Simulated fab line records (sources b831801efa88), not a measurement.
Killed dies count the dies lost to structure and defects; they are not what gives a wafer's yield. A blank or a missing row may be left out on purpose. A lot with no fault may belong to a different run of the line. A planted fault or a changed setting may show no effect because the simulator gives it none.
Problem report in the 8D (eight disciplines) form, filled by code | flow sky130 | the parts of the form that need people (team, actions taken, sign-off) are left out

1. THE PROBLEM
Wafers without a fault read 119.26 s, standard deviation 0.17; run length s at SKY_VIA2_SOFTBAKE_08 reads a mean of 111.55 s on 6 wafers belonging to 2 lots. That puts it -45 standard deviations away from the usual mean.
The step: time 90 s.
Seen first at day 40 02:00 on litho track-02, wafer L315.1. At this step, 36 wafers from 12 lots have a number in the record. Rule for "out" (also "out of limits"): further than 4 standard deviations from the usual mean. All remaining wafers that have a number are taken as sound.

2. WHAT IT IS; WHAT IT IS NOT
question                    | is                                 | is not
which readings at this step | run length s, heater power total W | resist line temp C
which lots                  | L315, L317                         | L302, L303, L304, L305, L306, L307, L308, L309, L322, L324
which wafers of those lots  | all that have a number             | -
read on which tools         | litho track-02                     | litho track-01, litho track-04
when                        | from day 40 02:00                  | up to then (24 sound wafers); but 6 sound wafers of L322, L324 came after

3. THE SUSPECTS, EACH WITH WHAT RULES IT OUT
Counting: a tool at a process step up to the reading stays a suspect if it ran every lot that is out and no sound lot after the first of them.
- pvd sputter-02 at SKY_METAL2_SPUTTER_01 (material TiN, target thk 20 nm, time 16.7 s): kept. It processed each lot that is out, first L315 at day 38 11:58, and no sound lot thereafter; up to then, the last sound lot it processed was L303 at day 34 06:58.
- litho track-02 at SKY_VIA2_SOFTBAKE_08 (time 90 s): kept. It processed each lot that is out, first L315 at day 40 02:00, and no sound lot thereafter; up to then, the last sound lot it processed was L308 at day 38 01:00. Its own heater power total W, run length s readings are out on those wafers.
Left after counting: pvd sputter-02 at SKY_METAL2_SPUTTER_01, litho track-02 at SKY_VIA2_SOFTBAKE_08.

4. THE CAUSE (what the simulator had put in)
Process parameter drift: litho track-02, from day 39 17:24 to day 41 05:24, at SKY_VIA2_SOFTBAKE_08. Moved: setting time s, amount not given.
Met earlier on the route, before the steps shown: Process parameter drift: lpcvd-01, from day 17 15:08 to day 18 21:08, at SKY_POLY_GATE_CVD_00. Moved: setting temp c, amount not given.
This tool is one of the 2 suspects left after counting.

5. SEQUENCE OF EFFECTS, ordered by route
Rows list readings where the struck wafers' mean (over those with a number) sits beyond 3 standard deviations from the usual. Scope: only readings with a usual standard deviation given in the record; hours: median across lots of the time from each lot's start at the first step in this table that gives one to its start at this step; sigmas: change in usual standard deviations.
hours | step                 | reading              | usual    | on struck wafers | change | sigmas
0     | SKY_VIA2_SOFTBAKE_08 | heater power total W | 57.36 W  | 59.09            | +1.73  | +16
0     | SKY_VIA2_SOFTBAKE_08 | run length s         | 119.26 s | 111.55           | -7.72  | -45
The process steps in it:
- SKY_VIA2_SOFTBAKE_08: time 90 s.

6. WHAT WOULD HAVE CAUGHT IT SOONER
First out-of-limits reading in this record: day 40 02:00, which is 9 hours after fault onset at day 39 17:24.
